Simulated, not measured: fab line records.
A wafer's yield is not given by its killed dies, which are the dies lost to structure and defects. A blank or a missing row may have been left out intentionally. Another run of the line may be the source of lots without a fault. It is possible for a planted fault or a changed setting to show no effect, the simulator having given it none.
Struck lot and sound lot, side by side | flow sky130 | 31 steps out of a route of 708
Sound: wafers L701.3, L701.4, L701.5. Struck: wafer L713.5 (left out: L713.1, L713.4 of the same lot, which were not struck); the cause appears at the end.
At each step with rows: each side's tool, then ch and its chambers, then its first start. Under that, the readings that differ: sound wafers | struck wafers | difference of the means | sigmas: that difference in standard deviations of wafers without a fault.
alike: same words and numbers on both sides, and readings whose means sit less than 2 such deviations apart. not compared: any withheld reading, any reading some wafer has no value for, any bound like >300 that may hide the same value, and any number with overlapping values for which the record gives no deviation.
The two part at a step that has a row with sigmas, a row that says differs or no value, or rows on one side only. Non-overlapping numbers with no deviation appear without sigmas and do not part them. A reading that every wafer of one side lacks parts them only if that side has two wafers or more.

SKY_LI_CONTACT_OVL_MEAS_13:
  sound: overlay-02 at day 30 03:33; struck: overlay-01 at day 34 10:38
  alike: LI_CONTACT_OVL
SKY_LI_CONTACT_ETCH_14: etches BARC in N2/H2, stops on SiO2, time 45.9 s, target depth 60 nm.
  sound on rie diel-03 ch 1,2,3, day 30 03:35; struck on rie diel-02 ch 0, day 34 10:40
  alike: chamber pressure mTorr, drypump motor current A, n2 flow sccm, oes product au, throttle valve pct
  not compared: rf hours counter h
SKY_LI_CONTACT_ETCH_15: etches PSG in C4F8/O2/Ar, stops on Si, target depth 600 nm.
  sound on rie diel-03 ch 1,2,3, day 30 03:37; struck on rie diel-02 ch 0, day 34 10:43
  alike: chamber pressure mTorr, oes product au
SKY_LI_CONTACT_STRIP_16: strips in O2/N2.
  sound on plasma asher-03 ch 0,1, day 30 03:44; struck on plasma asher-02 ch 1, day 34 10:48
  alike: chamber pressure mTorr, drypump motor current A, n2 flow sccm, oes product au, strip time to endpoint s
  not compared: rf hours counter h
then, 2 steps without rows for these wafers: SKY_LI_CONTACT_CLEAN_17 (cleans in NMP, time 600 s); SKY_LI_CONTACT_PRE_CLEAN_18 (time 5.6 s).
SKY_LI_CONTACT_SPUTTER_19: material Ti, target thk 20 nm, time 106.37 s.
  sound: pvd sputter-02 at day 30 04:00; struck: pvd sputter-02 at day 34 11:07
  alike: throttle valve pct
then, 2 steps without rows for these wafers: SKY_LI_CONTACT_SPUTTER_20 (material TiN, target thk 20 nm, time 80 s); SKY_LI_CONTACT_CVD_21 (deposits W, target thk 400 nm, time 120.56 s).
SKY_LI_CONTACT_RS_MEAS_22: the measuring method here is four-point-probe.
  sound: film metro-02 at day 30 04:18; struck: film metro-03 at day 34 11:22
  alike: LI_CONTACT_W_RS
SKY_LI_CONTACT_THK_MEAS_23: measures by xrf.
  sound: film metro-02 at day 30 04:24; struck: film metro-03 at day 34 11:29
  alike: LI_CONTACT_W_THK
SKY_LI_CONTACT_CMP_24: polishes, stops on PSG, t overpolish 20 s, target thk 0 nm.
  sound on cmp-02 ch 0,1,3, day 30 04:31; struck on cmp-01 ch 1, day 34 11:33
  alike: motor current A, overpolish run s, time to endpoint s
SKY_LOCAL_INTERCONNECT_SPUTTER_00: material TiN, target thk 100 nm, time 83.3 s.
  sound: pvd sputter-04 at day 30 04:46; struck: pvd sputter-04 at day 34 11:51
  reading                                                | sound             | struck | difference | sigmas
  model.TiN_of_LOCAL_INTERCONNECT_SPUTTER_00.thk nm (nm) | 98.95 98.34 100.2 | 83.78  | -15.38     |
  alike: throttle valve pct
SKY_LOCAL_INTERCONNECT_RS_MEAS_01: the measuring method here is four-point-probe.
  sound: film metro-02 at day 30 04:52; struck: film metro-03 at day 34 11:55
  reading                            | sound             | struck | difference | sigmas
  LOCAL_INTERCONNECT_TIN_RS (ohm/sq) | 14.32 14.42 14.10 | 17.05  | +2.77      | +16
SKY_LOCAL_INTERCONNECT_THK_MEAS_02: measures by xrf.
  sound: film metro-02 at day 30 04:58; struck: film metro-03 at day 34 12:02
  reading                         | sound          | struck | difference | sigmas
  LOCAL_INTERCONNECT_TIN_THK (nm) | 97.8 97.7 99.5 | 83.8   | -14.5      | -11
then, 8 steps without rows for these wafers: SKY_LOCAL_INTERCONNECT_DEHYDRATE_03 (time 60 s); SKY_LOCAL_INTERCONNECT_HMDS_04 (prime time 60 s); SKY_LOCAL_INTERCONNECT_COAT_05 (resist thk 60 nm); SKY_LOCAL_INTERCONNECT_COAT_06 (resist thk 450 nm); SKY_LOCAL_INTERCONNECT_SOFTBAKE_07 (time 90 s); SKY_LOCAL_INTERCONNECT_EXPOSE_08 (exposes mask LI1M, target cd 170 nm); SKY_LOCAL_INTERCONNECT_PEB_09; SKY_LOCAL_INTERCONNECT_DEVELOP_10 (develop time 60 s).
SKY_LOCAL_INTERCONNECT_CD_MEAS_11 targets a cd of 170 nm.
  sound: cd sem-02 at day 31 08:47; struck: cd sem-02 at day 35 13:52
  reading    | sound             | struck | difference | sigmas
  cd nm (nm) | 166.0 167.7 167.0 | 170.1  | +3.2       | +2
SKY_LOCAL_INTERCONNECT_OVL_MEAS_12:
  sound: overlay-01 at day 31 08:53; struck: overlay-02 at day 35 13:59
  alike: LOCAL_INTERCONNECT_OVL
then, 1 step without rows for these wafers: SKY_LOCAL_INTERCONNECT_ETCH_13 (etches BARC in N2/H2, stops on SiO2, time 45.9 s, target depth 60 nm).
SKY_LOCAL_INTERCONNECT_METAL_ETCH_14: etches TiN in Cl2/BCl3, stops on PSG, target depth 110 nm, time 31.4 s.
  sound on rie metal-04 ch 0,1, day 31 08:59; struck on rie metal-01 ch 0, day 35 14:05
  reading                | sound                | struck | difference | sigmas
  oes product au (a.u.)  | 0.937 0.936 0.949    | 0.854  | -0.087     | -11
  throttle valve pct (%) | 21.896 21.912 21.901 | 21.961 | +0.058     | +6
  alike: chamber pressure mTorr, drypump motor current A
  not compared: rf hours counter h
then, 1 step without rows for these wafers: SKY_LOCAL_INTERCONNECT_STRIP_15 (strips in O2/N2).
SKY_LOCAL_INTERCONNECT_STRIP_16: strips in post etch residue remover, time 1200 s.
  sound on wet bench-02 ch 2, day 31 09:07; struck on wet bench-03 ch 3, day 35 14:14
  reading                                                | sound            | struck | difference | sigmas
  model.TiN_of_LOCAL_INTERCONNECT_SPUTTER_00.thk nm (nm) | 98.54 97.93 99.8 | 83.36  | -15.40     |
then, 1 step without rows for these wafers: SKY_LOCAL_INTERCONNECT_CLEAN_17 (cleans in IPA, time 180 s).
-- a jump in the record: the struck wafers' starts before and after are 14 days apart (it breaks off in module LOCAL_INTERCONNECT and resumes in module PAD_OPEN, where the first step shown is number 708 of the route) --
SKY_PAD_OPEN_PROBE_99:
  sound: prober-01 at day 46 17:15; struck: prober-02 at day 49 12:58
  reading                        | sound             | struck | difference | sigmas
  killed at contacts             | 20 23 26          | 34     | +11        | +2
  killed dies                    | 74 89 91          | 107    | +22        | +2
  model.etest.res li.line ohm um | 79.06 78.27 77.52 | 90.17  | +11.89     |
  model.etest.res li.rs ohm sq   | 12.92 13.01 12.77 | 15.29  | +2.39      |
  alike: killed_at_M0_to_M3, killed_at_M4_up, killed at front end, killed at other, killed open, killed short
  not compared: model.etest.mcon chain.rc ohm

WHERE THEY PART
Last at SKY_PAD_OPEN_PROBE_99 as far as this record goes, first at SKY_LOCAL_INTERCONNECT_RS_MEAS_01.

WHY: what the simulator had put in
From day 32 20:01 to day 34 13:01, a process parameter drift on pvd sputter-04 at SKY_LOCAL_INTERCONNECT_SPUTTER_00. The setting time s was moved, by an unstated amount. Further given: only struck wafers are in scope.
